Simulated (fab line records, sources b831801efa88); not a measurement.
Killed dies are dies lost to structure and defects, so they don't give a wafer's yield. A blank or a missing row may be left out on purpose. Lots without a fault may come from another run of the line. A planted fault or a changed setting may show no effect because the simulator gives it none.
A struck lot beside a sound one | flow sky130 | 16 steps out of a route of 708
Sound: wafers L662.1, L662.2, L662.6. Struck: wafers L669.1, L669.3, L669.5. The cause comes at the end.
At each step with rows: each side's tool, then ch and its chambers, then its first start. Under that, the readings that differ: sound wafers | struck wafers | difference of the means | sigmas: that difference in standard deviations of wafers without a fault.
alike: readings whose means differ by less than 2 such deviations, and words and numbers that are the same on both sides. not compared: withheld readings, readings that some wafer has no value for, bounds like >300 that may hide the same value, and numbers for which the record gives no deviation and whose values overlap.
The two part at a step that has a row with sigmas, a row that says differs or no value, or rows on one side only. Numbers that don't overlap but have no deviation are shown without sigmas and don't part them. A reading that every wafer of one side lacks parts them only if that side has two wafers or more.

first, 5 steps without rows for these wafers: SKY_POLY_GATE_COAT_08 (resist thk 450 nm); SKY_POLY_GATE_SOFTBAKE_09 (time 90 s); SKY_POLY_GATE_EXPOSE_10 (exposes mask P1M, target cd 150 nm); SKY_POLY_GATE_PEB_11; SKY_POLY_GATE_DEVELOP_12 (develop time 60 s).
SKY_POLY_GATE_CD_MEAS_13: target cd 150 nm.
  sound on cd_sem-02, day 19 05:55; struck on cd_sem-02, day 21 19:29
  alike: cd_nm
SKY_POLY_GATE_OVL_MEAS_14:
  sound on overlay-02, day 19 06:02; struck on overlay-02, day 21 19:37
  reading            | sound   | struck | difference | sigmas
  POLY_GATE_OVL (nm) | 7 12 18 | 0 -8 2 | -14        | -3
SKY_POLY_GATE_ETCH_15: etches BARC in N2/H2, stops on SiO2, time 118.5 s, target depth 110 nm.
  sound on rie_diel-03 ch 0,2,3, day 19 06:05; struck on rie_diel-03 ch 1,3, day 21 19:39
  alike: drypump_motor_current_A, n2_flow_sccm, oes_product_au, throttle_valve_pct
  not compared: rf_hours_counter_h
SKY_POLY_GATE_ETCH_16: etches Si3N4 in CH3F/O2, stops on poly-Si, time 147.5 s, target depth 75 nm.
  sound on rie_diel-03 ch 0,2,3, day 19 06:10; struck on rie_diel-03 ch 1,3, day 21 19:44
  alike: drypump_motor_current_A, oes_product_au, throttle_valve_pct
  not compared: rf_hours_counter_h
SKY_POLY_GATE_ETCH_17: etches poly-Si in HBr/Cl2, stops on SiO2, target depth 180 nm, time 70.5 s.
  sound on rie_si-01 ch 0,1,3, day 19 06:16; struck on rie_si-02 ch 0,2,3, day 21 19:50
  reading                | sound                | struck               | difference | sigmas
  throttle_valve_pct (%) | 33.673 33.661 33.684 | 33.694 33.686 33.711 | +0.024     | +3
  alike: drypump_motor_current_A, oes_product_au
  not compared: rf_hours_counter_h
SKY_POLY_GATE_STRIP_18: strips in O2/N2.
  sound on plasma_asher-03 ch 0,1, day 19 06:19; struck on plasma_asher-02 ch 0,1, day 21 19:53
  alike: drypump_motor_current_A, n2_flow_sccm, oes_product_au, strip_time_to_endpoint_s
  not compared: rf_hours_counter_h
then, 1 step without rows for these wafers: SKY_POLY_GATE_CLEAN_19 (cleans in SC1/SC2, time 150 s).
SKY_POLY_GATE_OXIDATION_20: stabilise 600 s, purge 300 s, target thk 4 nm.
  sound on furnace-02 ch 0, day 19 07:23; struck on furnace-02 ch 0, day 21 20:02
  reading                                          | sound               | struck              | difference | sigmas
  spike_tc_bottom_C (C)                            | 866.0 867.5 866.7   | 853.6 854.9 856.7   | -11.7      | -8
  spike_tc_centre_C (C)                            | 852.1 849.7 849.4   | 837.3 837.8 840.1   | -12.0      | -12
  spike_tc_lower_C (C)                             | 848.6 849.4 848.6   | 837.5 836.6 836.0   | -12.2      | -12
  spike_tc_top_C (C)                               | 862.2 862.3 861.3   | 848.7 850.0 849.1   | -12.7      | -11
  spike_tc_upper_C (C)                             | 852.0 851.7 850.5   | 838.2 838.5 840.0   | -12.5      | -10
  tube_center_temp_C (C)                           | 849.87 850.1 849.96 | 837.67 837.8 837.79 | -12.22     | -99 or more
  tube_center_temp_C_max                           | 851.8 852.3 851.9   | 840.5 840.4 839.8   | -11.8      | -34
  zone_power_lower_pct (%)                         | 15.15 15.30 15.38   | 14.93 14.60 14.59   | -0.57      | -4
  model.SiO2_of_POLY_GATE_OXIDATION_20.thk_nm (nm) | 3.994 3.955 3.993   | 3.439 3.526 3.454   | -0.508     |
SKY_POLY_GATE_THK_MEAS_21:
  sound on film_metro-04, day 19 08:38; struck on film_metro-04, day 21 21:17
  reading                      | sound          | struck         | difference | sigmas
  POLY_GATE_OXIDATION_THK (nm) | 3.98 3.93 3.98 | 3.43 3.57 3.47 | -0.47      | -6
SKY_POLY_GATE_CD_MEAS_22:
  sound on cd_sem-02, day 19 08:42; struck on cd_sem-01, day 21 21:21
  alike: cd_nm
-- the record jumps here: 27 days lie between the struck wafers' starts before and after (it left off in module POLY_GATE and takes up again in module PAD_OPEN, whose first step shown is number 708 of the route) --
SKY_PAD_OPEN_PROBE_99:
  sound on prober-02, day 47 16:54; struck on prober-01, day 49 07:04
  reading                         | sound             | struck            | difference | sigmas
  model.etest.tip_sonos.rs_ohm_sq | 2635 2657 2626    | 2526 2478 2490    | -141       |
  model.etest.tip_n.rs_ohm_sq     | 442.6 441.9 444.7 | 432.1 431.9 429.3 | -12.0      |
  alike: killed_at_M0_to_M3, killed_at_M4_up, killed_at_contacts, killed_at_front_end, killed_at_other, killed_dies, killed_open, killed_short

WHERE THEY PART
First at SKY_POLY_GATE_OVL_MEAS_14; last, within this record, at SKY_POLY_GATE_THK_MEAS_21. Later steps at which nothing parts them and some readings are alike: SKY_POLY_GATE_CD_MEAS_22, SKY_PAD_OPEN_PROBE_99.

WHY: what the simulator had put in
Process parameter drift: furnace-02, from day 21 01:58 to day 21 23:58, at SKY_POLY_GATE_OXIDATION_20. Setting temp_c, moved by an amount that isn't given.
